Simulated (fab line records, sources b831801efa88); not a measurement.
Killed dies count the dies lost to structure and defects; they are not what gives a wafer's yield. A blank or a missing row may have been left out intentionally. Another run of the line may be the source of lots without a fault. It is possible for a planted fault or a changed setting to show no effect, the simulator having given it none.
The tool behind it: which one? | flow sky130 | 72 wafers sampled from 24 lots at 1 step of a route of 708

== WHAT EACH GAUGE READ, for each wafer ==
SKY_VT_ADJUST_PCH_OVL_MEAS_07. Usual: VT_ADJUST_PCH_OVL typically reads 1.2 nm, with standard deviation 1.5.
lot  | measured     | on         | VT_ADJUST_PCH_OVL (nm) | flag
L075 | day 10 20:37 | overlay-01 | 2.3 1.9 0.9            |
L074 | day 10 21:47 | overlay-01 | -0.3 2.2 1.9           |
L076 | day 11 01:59 | overlay-02 | -0.1 1.3 0.9           |
L077 | day 11 03:07 | overlay-02 | 0.9 0.7 1.3            |
L078 | day 11 09:26 | overlay-01 | 6.1 3.8 3.5            |
L079 | day 11 20:41 | overlay-01 | 1.9 2.7 1.5            |
L080 | day 12 09:19 | overlay-01 | -0.1 2.4 1.0           |
L081 | day 12 19:50 | overlay-02 | 3.8 2.1 2.5            |
L082 | day 13 06:37 | overlay-01 | 1.0 1.0 -0.9           |
L083 | day 13 16:02 | overlay-01 | 2.2 1.8 1.0            |
L084 | day 13 16:41 | overlay-02 | -1.3 0.7 -0.1          |
L085 | day 14 06:26 | overlay-02 | -0.8 -2.3 -1.2         |
L086 | day 14 10:23 | overlay-02 | -0.5 -1.1 0.4          |
L087 | day 14 22:26 | overlay-02 | 2.8 -0.6 1.5           |
L089 | day 15 02:39 | overlay-02 | 3.7 0.4 1.4            |
L088 | day 15 02:47 | overlay-01 | 0.8 1.8 1.8            |
L090 | day 15 13:43 | overlay-02 | -0.2 -0.4 2.3          |
L091 | day 15 17:07 | overlay-01 | 2.7 2.1 2.9            |
L092 | day 16 04:30 | overlay-01 | 0.7 -0.3 1.7           |
L093 | day 16 11:59 | overlay-01 | -1.3 -0.1 -1.7         |
L094 | day 16 18:22 | overlay-02 | 2.1 0.6 1.3            |
L095 | day 16 20:52 | overlay-01 | 3.0 1.5 2.2            |
L096 | day 17 05:05 | overlay-02 | 0.4 3.2 1.9            |
L097 | day 17 15:35 | overlay-01 | 1.4 -0.8 -0.8          |

== TOOL THAT RAN EACH LOT (tool first, then ch and the chambers of the sampled wafers, then the start) ==
Before these readings, the record contains no process step.

== WHAT THE TOOLS THEMSELVES READ (means of the sampled wafers that have a number; where no wafer has one, the mark that the record gives instead) ==
The record holds no such reading with a usual standard deviation.

== THE ANSWER, worked out from the rows above alone ==
Rule: a lot counts as off when the mean over its wafers that have a number is more than 3 standard deviations away from the usual mean. A lot without any number at a reading at which 4 lots or more have one is off too. Any other lot the step has rows for is counted as sound. After the gauges, taken in route order, come the tools' own readings; for these a lot's mean is taken, as printed above. At the first step where some lot is off, the reading lying furthest off is the one used; lots without a number count as furthest.
Nothing can be told from this: no lot is off at any reading shown.

== WHAT WAS PUT IN BY THE SIMULATOR ==
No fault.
